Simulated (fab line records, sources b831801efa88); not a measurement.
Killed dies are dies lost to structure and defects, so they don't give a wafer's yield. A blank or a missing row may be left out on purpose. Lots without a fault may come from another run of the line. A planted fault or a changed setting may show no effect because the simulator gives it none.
fab line records | flow sky130
record lots=12 wafers=34 last_day=50
route steps=708 shown METAL2@500 CAPM@551 VIA3@576
lots that met no fault: from a run of the same line without faults
start_h: hours from the record's first day to the start of the lot's first wafer shown | wait_h: hours since the lot's step before | " the same as in the row above | L1.1+2: a row that stands for several wafers | - no value, or no start given | * or withheld: withheld | < > ~ a bound
route shown NAME@n: a module of which the file shows steps, and the number in the route of the first | usual: mean/standard deviation of fault-free wafers | same: alike in all rows | chamber/n: place in a boat | sites: the reading at each site | _std_site: their standard deviation | _edge_site: outer sites' mean less inner sites' | radius_mm: how far each site lies from the wafer's centre | mask NAME#n: copy n | behind: the tool/chamber that last shaped the wafer | hold: why the lot was held/for how many hours/how that ended | device: the transistor (n, p or np) that didn't switch | end of line: the same wafers' tests at the end of the route | a step without rows: its recipe alone | killed: dies lost to structure and defects at the first sort, not the wafer's yield | map: a wafer's dies, x killed, . not, _ none there
set.NAME: the setting as run; set.NAME@STEP: as run at that earlier step | model.NAME: the simulator's own value behind a step, which no gauge read
steps of the route over a sample of lots; a table a step, a row a wafer
services: from which hour (start_h, from the record's first day; less than 0 if before it) a tool's chamber was out of use, for how many hours, and why
## steps
# step SKY_METAL2_DESCUM_17
# recipe chemistry=O2 source_power_w=150 bias_power_w=0 pressure_mtorr=10 temp_c=40 time_s=8
# usual drypump_motor_current_A=5.5/0.6 oes_product_au=1.000/0.012 rf_fwd_power_W=147.4/0.66
# same time_s=8
# columns lot.wafer tool chamber start_h wait_h drypump_motor_current_A oes_product_au rf_fwd_power_W rf_hours_counter_h
L836.3 rie_metal-03 1 827.26 0.0 5.5 1.019 148.2 -
L836.5 " 1 " " 5.5 1.014 148.3 -
L836.6 " 1 " " 5.5 1.020 148.1 -
L837.1 rie_metal-03 1 835.23 0.0 5.5 1.017 148.0 7
L837.3 " 1 " " 5.5 1.031 147.9 -
L837.6 " 1 " " 5.5 1.017 147.8 -
L838.2 rie_metal-01 0 840.38 0.0 6.5 1.000 147.2 15
L838.4 " 0 " " 6.5 1.009 146.8 -
L838.5 " 0 " " 6.5 1.003 147.4 -
L839.1 rie_metal-03 1 861.88 0.0 5.5 1.013 148.5 8
L839.4 " 0 " " 4.9 0.989 148.3 -
L839.6 " 1 " " 5.5 1.021 147.5 -
L844.6 rie_metal-03 1 909.26 0.0 5.5 1.008 147.5 -
L845.2 rie_metal-01 1 909.98 0.0 5.6 0.988 147.1 8
L845.3 " 0 " " 6.5 0.987 146.8 -
L845.6 " 0 " " 6.5 0.991 147.0 -
L847.3 rie_metal-01 0 911.89 0.0 6.5 0.997 146.8 -
L847.4 " 1 " " 5.6 1.003 147.1 -
L847.5 " 0 " " 6.5 0.998 147.3 -
L849.2 rie_metal-01 0 923.84 0.0 6.5 0.989 147.0 2
L849.3 " 0 " " 6.5 0.990 147.1 -
L849.6 " 1 " " 5.6 0.995 146.5 -
L848.1 rie_metal-01 0 931.33 0.0 6.5 0.999 147.1 2
L848.3 " 1 " " 5.5 1.006 147.1 -
L848.4 " 0 " " 6.5 0.997 147.4 -
L855.1 rie_metal-03 0 963.23 0.0 4.8 0.993 147.7 6
L855.2 " 1 " " 5.4 1.004 147.5 14
L855.6 " 1 " " 5.4 1.010 147.7 -
L857.4 rie_metal-01 1 986.84 0.0 5.6 0.991 146.7 -
L857.5 " 0 " " 6.5 0.989 146.1 -
L857.6 " 1 " " 5.6 0.981 146.5 -
L859.4 rie_metal-01 1 991.09 0.0 5.6 0.985 146.7 -
L859.5 " 1 " " 5.6 0.996 146.2 -
L859.6 " 0 " " 6.5 0.997 147.8 -
# step SKY_CAPM_STRIP_14
# recipe chemistry=O2/N2 power_w=1400 pressure_mtorr=1500 platen_temp_c=withheld o2_flow_sccm=3000 n2_flow_sccm=300 overash_fraction=0.5
# usual drypump_motor_current_A=5.65/0.22 oes_product_au=0.710/0.0046 strip_time_to_endpoint_s=12.66/0.054
# columns lot.wafer tool chamber start_h wait_h drypump_motor_current_A oes_product_au rf_hours_counter_h strip_time_to_endpoint_s
L836.3 plasma_asher-03 1 882.37 0.1 5.86 0.709 - 12.62
L836.5 " 1 " " 5.83 0.702 - 12.65
L836.6 " 0 " " 5.39 0.716 - 12.68
L837.1 plasma_asher-04 1 889.88 0.1 5.33 0.708 78 12.68
L837.3 " 0 " " 5.71 0.716 - 12.76
L837.6 " 1 " " 5.35 0.710 - 12.72
L838.2 plasma_asher-03 0 894.23 0.1 5.42 0.706 44 12.62
L838.4 " 0 " " 5.43 0.712 - 12.64
L838.5 " 0 " " 5.38 0.713 - 12.67
L839.1 plasma_asher-03 1 914.69 0.1 5.79 0.711 46 12.55
L839.4 " 1 " " 5.85 0.717 - 12.60
L839.6 " 1 " " 5.81 0.718 - 12.61
L844.6 plasma_asher-03 1 962.26 0.1 5.83 0.705 - 12.60
L845.2 plasma_asher-02 0 964.62 0.1 5.92 0.716 19 12.65
L845.3 " 0 " " 5.91 0.708 - 12.67
L845.6 " 1 " " 5.72 0.700 - 12.65
L847.3 plasma_asher-02 0 965.41 0.1 5.90 0.714 - 12.67
L847.4 " 1 " " 5.73 0.713 - 12.66
L847.5 " 1 " " 5.75 0.710 - 12.68
L849.2 plasma_asher-03 0 975.59 0.1 5.41 0.710 52 12.67
L849.3 " 1 " " 5.86 0.708 - 12.67
L849.6 " 1 " " 5.83 0.724 - 12.61
L848.1 plasma_asher-03 1 983.27 0.1 5.83 0.722 53 12.72
L848.3 " 1 " " 5.82 0.711 - 12.72
L848.4 " 0 " " 5.39 0.704 - 12.76
L855.1 plasma_asher-03 1 1014.39 0.1 5.82 0.713 56 12.63
L855.2 " 0 " " 5.38 0.712 56 12.72
L855.6 " 0 " " 5.39 0.712 - 12.71
L857.4 plasma_asher-02 1 1037.52 0.1 5.72 0.711 - 12.68
L857.5 " 1 " " 5.72 0.706 - 12.62
L857.6 " 0 " " 5.91 0.702 - 12.65
L859.4 plasma_asher-03 1 1042.03 0.1 5.84 0.710 - 12.70
L859.5 " 0 " " 5.35 0.706 - 12.69
L859.6 " 1 " " 5.88 0.708 - 12.71
# step SKY_VIA3_BOW_MEAS_03
# recipe mode=bow
# usual VIA3_BOW=79/7.8
# columns lot.wafer tool chamber start_h wait_h VIA3_BOW[um]
L836.3 film_metro-02 - 911.22 0.2 84
L836.5 " - " " 71
L836.6 " - " " 82
L837.1 film_metro-03 - 917.57 0.1 90
L837.3 " - " " 81
L837.6 " - " " 90
L838.2 film_metro-02 - 922.38 0.2 82
L838.4 " - " " 73
L838.5 " - " " 79
L839.1 film_metro-02 - 943.09 0.2 72
L839.4 " - " " 90
L839.6 " - " " 79
L844.6 film_metro-02 - 988.17 0.1 68
L845.2 film_metro-04 - 990.57 0.3 79
L845.3 " - " " 72
L845.6 " - " " 88
L847.3 film_metro-04 - 991.74 0.3 85
L847.4 " - " " 96
L847.5 " - " " 81
L849.2 film_metro-02 - 1001.19 0.3 83
L849.3 " - " " 76
L849.6 " - " " 90
L848.1 film_metro-04 - 1010.46 0.1 67
L848.3 " - " " 84
L848.4 " - " " 78
L855.1 film_metro-03 - 1039.63 0.1 87
L855.2 " - " " 83
L855.6 " - " " 77
L857.4 film_metro-02 - 1062.44 0.2 75
L857.5 " - " " 72
L857.6 " - " " 86
L859.4 film_metro-03 - 1069.00 0.2 61
L859.5 " - " " 67
L859.6 " - " " 69
# step SKY_VIA3_EXPOSE_09
# recipe mask_id=VIM3 na=0.8 source_shape=annular sigma_inner=0.55 sigma_outer=0.85 target_cd_nm=200 dose_mj=38
# usual exposure_dose_mJ_cm2=38.01/0.039
# columns lot.wafer tool chamber start_h wait_h mask exposure_dose_mJ_cm2
L836.3 krf_scanner-02 0 924.73 - VIM3#0 38.07
L836.5 " 0 " " VIM3#0 38.02
L836.6 " 0 " " VIM3#0 38.05
L837.1 krf_scanner-01 0 932.10 - VIM3#0 37.99
L837.3 " 0 " " VIM3#0 37.97
L837.6 " 0 " " VIM3#0 37.99
L838.2 krf_scanner-02 0 935.53 - VIM3#0 37.95
L838.4 " 0 " " VIM3#0 37.97
L838.5 " 0 " " VIM3#0 37.95
L839.1 krf_scanner-01 0 956.35 - VIM3#0 38.00
L839.4 " 0 " " VIM3#0 37.98
L839.6 " 0 " " VIM3#0 38.01
L844.6 krf_scanner-01 0 1000.81 - VIM3#0 38.37
L845.2 krf_scanner-01 0 1003.41 - VIM3#0 38.40
L845.3 " 0 " " VIM3#0 38.33
L845.6 " 0 " " VIM3#0 38.40
L847.3 krf_scanner-02 0 1005.04 - VIM3#0 37.95
L847.4 " 0 " " VIM3#0 37.98
L847.5 " 0 " " VIM3#0 37.95
L849.2 krf_scanner-02 0 1013.08 - VIM3#0 38.03
L849.3 " 0 " " VIM3#0 38.07
L849.6 " 0 " " VIM3#0 38.05
L848.1 krf_scanner-02 0 1022.22 - VIM3#0 38.00
L848.3 " 0 " " VIM3#0 37.98
L848.4 " 0 " " VIM3#0 38.00
L855.1 krf_scanner-02 0 1051.76 - VIM3#0 38.06
L855.2 " 0 " " VIM3#0 38.00
L855.6 " 0 " " VIM3#0 37.99
L857.4 krf_scanner-02 0 1074.31 - VIM3#0 38.02
L857.5 " 0 " " VIM3#0 37.96
L857.6 " 0 " " VIM3#0 38.00
L859.4 krf_scanner-02 0 1079.87 - VIM3#0 37.96
L859.5 " 0 " " VIM3#0 38.02
L859.6 " 0 " " VIM3#0 37.98
# step SKY_VIA3_CD_MEAS_12
# recipe target_cd_nm=200
# usual cd_nm=200.0/1.4
# columns lot.wafer tool chamber start_h wait_h cd_nm
L836.3 cd_sem-01 - 936.93 - 202.0
L836.5 " - " " 201.4
L836.6 " - " " 200.9
L837.1 cd_sem-01 - 943.88 - 203.3
L837.3 " - " " 202.1
L837.6 " - " " 202.5
L838.2 cd_sem-02 - 947.49 - 199.4
L838.4 " - " " 200.0
L838.5 " - " " 201.1
L839.1 cd_sem-01 - 966.88 - 201.3
L839.4 " - " " 200.4
L839.6 " - " " 200.3
L844.6 cd_sem-02 - 1012.38 - 195.7
L845.2 cd_sem-02 - 1014.25 - 194.4
L845.3 " - " " 192.2
L845.6 " - " " 191.1
L847.3 cd_sem-01 - 1015.98 - 200.2
L847.4 " - " " 201.2
L847.5 " - " " 200.3
L849.2 cd_sem-02 - 1024.45 - 200.3
L849.3 " - " " 200.5
L849.6 " - " " 201.4
L848.1 cd_sem-02 - 1033.54 - 199.5
L848.3 " - " " 198.3
L848.4 " - " " 199.3
L855.1 cd_sem-02 - 1062.13 - 198.3
L855.2 " - " " 197.6
L855.6 " - " " 197.1
L857.4 cd_sem-01 - 1083.85 - 199.0
L857.5 " - " " 197.8
L857.6 " - " " 200.1
L859.4 cd_sem-02 - 1089.20 - 199.0
L859.5 " - " " 198.8
L859.6 " - " " 200.5
## services
# columns tool chamber start_h hours kind
krf_scanner-02 - 810.87 1.0 pm
krf_scanner-02 - 834.23 4.4 pm
krf_scanner-01 - 843.75 1.0 pm
plasma_asher-03 - 844.57 17.3 repair
krf_scanner-02 - 846.73 1.9 repair
plasma_asher-03 - 853.13 0.9 repair
krf_scanner-01 - 861.71 4.0 pm
rie_metal-03 - 883.71 1.4 pm
krf_scanner-02 - 885.80 0.6 repair
krf_scanner-02 - 906.04 0.8 pm
krf_scanner-02 - 914.62 1.3 pm
krf_scanner-01 - 943.02 0.5 repair
rie_metal-03 - 950.55 0.6 repair
krf_scanner-01 - 958.58 0.8 pm
rie_metal-01 0 962.19 2.8 repair
krf_scanner-02 - 969.22 0.4 repair
rie_metal-01 - 972.54 1.4 repair
krf_scanner-01 - 972.55 1.3 pm
krf_scanner-02 - 979.87 1.0 pm
krf_scanner-01 - 1012.73 1.0 pm
krf_scanner-01 - 1032.67 1.0 repair
plasma_asher-03 - 1049.32 12.8 repair
rie_metal-01 - 1069.96 14.6 pm
krf_scanner-02 - 1074.84 0.8 pm
## key
first_sign step=SKY_VIA3_EXPOSE_09 reading=exposure_dose_mJ_cm2 direction=up sigmas=9.5 usual=* struck=*
effect step=SKY_VIA3_CD_MEAS_12 reading=cd_nm direction=down sigmas=4.8 usual=200.0 struck=193.4 through=control_loop
met_at SKY_VIA3_EXPOSE_09
struck_lots L844,L845
sort_left_out L844.6
tester_left_out L844
loop_trim step=SKY_VIA3_EXPOSE_09 setting=dose lots=L844,L845
not_acting_at SKY_METAL2_DESCUM_17,SKY_CAPM_STRIP_14,SKY_VIA3_BOW_MEAS_03
onset_between 956.35 1000.81
earlier_fault kind=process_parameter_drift tool=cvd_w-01 chamber=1 onset_h=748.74 steps=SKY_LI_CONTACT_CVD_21 channel=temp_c offset=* shape=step end_h=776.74 acts_in=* stated=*
fault kind=process_parameter_drift tool=krf_scanner-01 chamber=- onset_h=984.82 steps=SKY_VIA3_EXPOSE_09 channel=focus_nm offset=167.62 spread_by_wafer=0.3 shape=step
# tester_left_out: of these lots the tester's yield and bins aren't shown, on N5 and GAA mostly nor the transistor test; their killed dies are dies lost to structure and defects alone, not to doping, threshold or leakage, so they don't give the yield
# sort_left_out: the simulated sort isn't trusted on such a fault, so these wafers' sort isn't shown, and their yield isn't known
# loop_trim: a control loop set the setting to another value than it would have without faults
